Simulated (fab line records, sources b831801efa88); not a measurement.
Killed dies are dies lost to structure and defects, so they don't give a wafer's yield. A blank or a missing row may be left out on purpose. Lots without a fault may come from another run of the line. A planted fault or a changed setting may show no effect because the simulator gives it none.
Which tool did it? | flow gf180mcu | 12 lots, 36 wafers sampled, at 4 steps of a route of 602

WHAT THE GAUGES READ, wafer by wafer
GF_HV_LDD_TW_MEAS_23.
lot  | measured     | on            | HV_LDD_2_TW
L281 | day 10 14:28 | film_metro-04 | 1052 1056 1055
L284 | day 11 16:25 | film_metro-04 | 1048 1058 1048
L285 | day 12 08:11 | film_metro-02 | 1050 1055 1057
L286 | day 12 14:54 | film_metro-02 | 1051 1059 1056
L287 | day 13 01:14 | film_metro-03 | 1050 1043 1048
L292 | day 14 10:14 | film_metro-02 | 1120 1115 1118 1121 1122 1115
L293 | day 14 16:40 | film_metro-02 | 1117 1121 1121 1125 1127 1120
L299 | day 16 13:13 | film_metro-03 | 1059 1062 1062
L300 | day 16 21:33 | film_metro-02 | 1049 1056 1054
L302 | day 17 10:25 | film_metro-03 | 1050 1047 1049
L303 | day 17 15:34 | film_metro-04 | 1049 1043 1050
L304 | day 18 01:14 | film_metro-03 | 1045 1037 1042

GF_PSD_OVL_MEAS_08.
lot  | measured     | on         | PSD_OVL (nm)
L281 | day 13 23:02 | overlay-02 | -0.7 0.3 -1.0
L284 | day 15 03:59 | overlay-02 | 1.4 1.4 2.8
L285 | day 15 22:09 | overlay-02 | 0.1 -0.8 -0.8
L286 | day 16 06:20 | overlay-02 | 2.2 2.0 1.2
L287 | day 16 18:29 | overlay-01 | 0.5 -0.9 0.9
L292 | day 18 08:03 | overlay-02 | 0.0 0.2 0.3
L293 | day 18 14:25 | overlay-02 | 1.1 -1.0 -0.5
L299 | day 20 16:00 | overlay-02 | 0.5 -0.1 0.6
L300 | day 21 01:13 | overlay-02 | -1.4 -1.0 0.5
L302 | day 21 15:59 | overlay-02 | 0.6 2.4 1.4
L303 | day 21 19:29 | overlay-02 | -0.9 -0.1 1.6
L304 | day 22 04:10 | overlay-02 | 0.1 1.3 -0.1

WHICH TOOL RAN EACH LOT (tool, then ch and the chambers of the sampled wafers, then the start)
lot  | GF_HV_LDD_IMPLANT_21            | GF_HV_LDD_STRIP_49
L281 | implanter-02 ch 0, day 10 14:14 | plasma_asher-04 ch 0,1, day 12 04:46
L284 | implanter-03 ch 0, day 11 16:10 | plasma_asher-01 ch 0,1, day 13 07:52
L285 | implanter-02 ch 0, day 12 07:58 | plasma_asher-04 ch 0,1, day 14 00:25
L286 | implanter-03 ch 0, day 12 14:41 | plasma_asher-01 ch 0,1, day 14 07:18
L287 | implanter-02 ch 0, day 13 00:59 | plasma_asher-04 ch 0,1, day 14 18:40
L292 | implanter-02 ch 0, day 14 09:59 | plasma_asher-01 ch 0, day 16 05:29
L293 | implanter-02 ch 0, day 14 16:25 | plasma_asher-04 ch 0,1, day 16 13:08
L299 | implanter-04 ch 0, day 16 12:58 | plasma_asher-04 ch 0,1, day 18 12:25
L300 | implanter-03 ch 0, day 16 21:20 | plasma_asher-04 ch 0,1, day 18 21:28
L302 | implanter-03 ch 0, day 17 10:11 | plasma_asher-04 ch 0,1, day 19 11:25
L303 | implanter-04 ch 0, day 17 15:20 | plasma_asher-02 ch 0,1, day 19 15:25
L304 | implanter-04 ch 0, day 18 00:59 | plasma_asher-02 ch 0,1, day 20 02:13
- GF_HV_LDD_IMPLANT_21
- GF_HV_LDD_STRIP_49: strips in O2/N2.

WHAT THE TOOLS THEMSELVES READ (means of the sampled wafers that have a number; where no wafer has one, the mark that the record gives instead)
GF_HV_LDD_IMPLANT_21.
lot  | tool         | beam_energy_keV | faraday_current_uA | tilt_deg (degrees)
L281 | implanter-02 | 24.999          | 277                | 7.003
L284 | implanter-03 | 24.990          | 279                | 6.989
L285 | implanter-02 | 25.013          | 285                | 6.996
L286 | implanter-03 | 25.000          | 279                | 6.997
L287 | implanter-02 | 25.000          | 284                | 6.998
L292 | implanter-02 | 31.824          | 275                | 7.000
L293 | implanter-02 | 31.824          | 286                | 7.011
L299 | implanter-04 | 24.998          | 285                | 7.002
L300 | implanter-03 | 25.001          | 283                | 7.016
L302 | implanter-03 | 24.996          | 282                | 6.997
L303 | implanter-04 | 25.003          | 282                | 7.000
L304 | implanter-04 | 25.006          | 280                | 6.995

GF_HV_LDD_STRIP_49.
lot  | tool            | drypump_motor_current_A (A) | heater_power_w (W) | o2_flow_sccm (sccm) | oes_product_au (a.u.) | strip_time_to_endpoint_s (s)
L281 | plasma_asher-04 | 5.3                         | 341                | 2997                | 0.716                 | 12.67
L284 | plasma_asher-01 | 5.8                         | 319                | 3007                | 0.713                 | 12.61
L285 | plasma_asher-04 | 5.3                         | 343                | 3003                | 0.716                 | 12.56
L286 | plasma_asher-01 | 5.8                         | 316                | 3004                | 0.713                 | 12.59
L287 | plasma_asher-04 | 5.3                         | 341                | 2999                | 0.716                 | 12.53
L292 | plasma_asher-01 | 5.3                         | 345                | 2997                | 0.717                 | 12.61
L293 | plasma_asher-04 | 5.1                         | 328                | 2988                | 0.717                 | 12.61
L299 | plasma_asher-04 | 5.1                         | 334                | 2997                | 0.716                 | 12.63
L300 | plasma_asher-04 | 5.3                         | 340                | 3000                | 0.718                 | 12.63
L302 | plasma_asher-04 | 5.2                         | 342                | 3001                | 0.718                 | 12.65
L303 | plasma_asher-02 | 5.7                         | 325                | 3000                | 0.720                 | 12.62
L304 | plasma_asher-02 | 5.7                         | 328                | 2998                | 0.715                 | 12.68

THE ANSWER, worked out from the rows above alone
Rule: what is usual is taken from the lots themselves. Put in order of their means at a reading, lots are off if they are a third of the lots or fewer, leave a main group of 4 or more, and stand apart from it by a gap of 3 or more times the standard deviation of the main group's means; of several such gaps the widest counts. A main group whose means are all the same, to the digits that the tables above print for the reading, isn't used. A lot without any number at a reading at which 4 lots or more have one is off too. The other lots that the step has rows for count as sound. The gauges are gone through in route order, then the tools' own readings, and for those a lot's mean is taken as printed above. The first step at which some lot is off is used, and at that step the reading that is off furthest; a lot without a number counts as furthest.
Off: L292, L293, at GF_HV_LDD_TW_MEAS_23 (HV_LDD_2_TW). The main group: mean 1051, standard deviation 5.2.
A tool fits if, at a process step before that reading, it ran every lot that is off, and no sound lot after the first of them. The gauges at GF_HV_LDD_TW_MEAS_23 aren't tried: what is off there is off at GF_HV_LDD_IMPLANT_21 too, on other tools, and a gauge's error can't cause that. One fits: implanter-02 at GF_HV_LDD_IMPLANT_21. Its last sound lot is L287 (day 13 00:59), its first lot that is off L292 (day 14 09:59): a fault that began between those two fits.
The tool's own readings at GF_HV_LDD_IMPLANT_21 bear it out: on the lots that are off they differ by more than 5 times the standard deviation of the sound lots' means. beam_energy_keV reads 31.824 there against 25.001 on the sound lots.

WHAT THE SIMULATOR HAD PUT IN
Process parameter drift: implanter-02, from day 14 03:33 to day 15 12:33, at GF_HV_LDD_IMPLANT_21. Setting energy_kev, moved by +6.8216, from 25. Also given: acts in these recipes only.
Lots struck among those shown: L292, L293. The rule above found the same.
